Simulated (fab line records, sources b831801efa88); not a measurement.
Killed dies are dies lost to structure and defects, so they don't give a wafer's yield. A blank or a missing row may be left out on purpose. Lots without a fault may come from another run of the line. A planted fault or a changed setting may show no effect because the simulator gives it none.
Which tool did it? | flow gf180mcu | 6 lots, 18 wafers sampled, at 2 steps of a route of 602

WHAT THE GAUGES READ, wafer by wafer
GF_M2_CD_MEAS_14: target cd 280 nm.
lot  | measured     | on        | cd_nm (nm)
L542 | day 20 08:15 | cd_sem-02 | 281.6 282.7 283.0
L544 | day 21 00:28 | cd_sem-02 | 278.9 278.7 278.2
L547 | day 22 07:13 | cd_sem-02 | 280.8 281.7 281.0
L550 | day 23 07:29 | cd_sem-02 | 278.8 278.1 279.0
L552 | day 23 18:05 | cd_sem-02 | 281.2 280.9 282.5
L562 | day 27 02:07 | cd_sem-01 | 271.0 270.2 271.8

WHICH TOOL RAN EACH LOT (tool, then ch and the chambers of the sampled wafers, then the start)
lot  | GF_M2_SOFTBAKE_10
L542 | litho_track-01 ch 0, day 19 19:35
L544 | litho_track-02 ch 0, day 20 11:31
L547 | litho_track-04 ch 0, day 21 19:22
L550 | litho_track-04 ch 0, day 22 19:38
L552 | litho_track-01 ch 0, day 23 06:17
L562 | litho_track-04 ch 0, day 26 15:02
- GF_M2_SOFTBAKE_10: time 60 s.

THE ANSWER, worked out from the rows above alone
Rule: what is usual is taken from the lots themselves. Put in order of their means at a reading, lots are off if they are a third of the lots or fewer, leave a main group of 4 or more, and stand apart from it by a gap of 3 or more times the standard deviation of the main group's means; of several such gaps the widest counts. A main group whose means are all the same, to the digits that the tables above print for the reading, isn't used. A lot without any number at a reading at which 4 lots or more have one is off too. The other lots that the step has rows for count as sound.
Off: L562, at GF_M2_CD_MEAS_14 (cd_nm). The main group: mean 280.5 nm, standard deviation 1.6.
A tool fits if, at a process step before that reading, it ran every lot that is off, and no sound lot after the first of them. The gauges at GF_M2_CD_MEAS_14 are tried like those tools. Can't be told from this: 2 tools fit, litho_track-04 at GF_M2_SOFTBAKE_10, cd_sem-01 at GF_M2_CD_MEAS_14.

WHAT THE SIMULATOR HAD PUT IN
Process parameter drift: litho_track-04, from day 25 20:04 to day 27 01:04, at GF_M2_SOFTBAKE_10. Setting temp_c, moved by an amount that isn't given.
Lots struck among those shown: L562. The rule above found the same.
